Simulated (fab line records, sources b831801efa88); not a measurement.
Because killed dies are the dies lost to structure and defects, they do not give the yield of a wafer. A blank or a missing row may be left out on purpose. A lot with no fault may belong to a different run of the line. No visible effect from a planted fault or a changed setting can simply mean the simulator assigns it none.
The same fault as seen by 2 desks :: flow gf180mcu :: what lay behind the numbers comes last; until then each desk has only its own

## FROM THE METROLOGY DESK
Lot by lot, what the gauges showed, no matter which tool ran the lot: averages of those sampled wafers that carry a number. If a lot's mean is further than 4 standard deviations from the usual mean, the lot is out of limits and carries the mark OUT (the distance appears in the brackets).
Columns: A = M3_OVL at GF_M3_OVL_MEAS_15, usual -1 nm
lot: L643
first seen here: day 21 07:23
A: -3

lot: L644
first seen here: day 21 18:02
A: 0

lot: L647
first seen here: day 22 20:26
A: -9

lot: L648
first seen here: day 23 07:11
A: -2

lot: L649
first seen here: day 23 12:26
A: -2

lot: L653
first seen here: day 25 06:41
A: -0

lot: L654
first seen here: day 25 11:44
A: -1

lot: L655
first seen here: day 25 20:20
A: 1

lot: L657
first seen here: day 26 07:14
A: 0

lot: L658
first seen here: day 26 15:49
A: -2

lot: L663
first seen here: day 27 23:42
A: 5

lot: L665
first seen here: day 28 15:05
A: -1

lot: L666
first seen here: day 29 00:25
A: -5
Finding of this desk: none of the 13 lots has anything out of limits.

## FOR THE TOOL OWNER'S DESK: pvd sputter-01
The tool's own readings at GF_V5_SPUTTER_22 (material TiN, target thk 10 nm, time 40 s): means of the sampled wafers that have a number, for each lot that ran on this tool. If a lot's mean is further than 4 standard deviations from the usual mean, the lot is out of limits and carries the mark OUT (the distance appears in the brackets).
Columns: A = throttle valve pct at GF_V5_SPUTTER_22, usual 30.4 %
lot: L647
first seen here: day 28 13:21
A: 30.4

lot: L649
first seen here: day 29 02:00
A: 30.3

lot: L653
first seen here: day 30 14:22
A: 30.3

lot: L654
first seen here: day 30 18:46
A: 30.6

lot: L657
first seen here: day 31 11:27
A: 30.6
Finding of this desk: none of the 5 lots has anything out of limits.

## TAKEN TOGETHER
Metrology desk: nothing out of limits seen.
The tool owner's desk saw nothing out of limits.

## WHAT THE SIMULATOR HAD PUT IN
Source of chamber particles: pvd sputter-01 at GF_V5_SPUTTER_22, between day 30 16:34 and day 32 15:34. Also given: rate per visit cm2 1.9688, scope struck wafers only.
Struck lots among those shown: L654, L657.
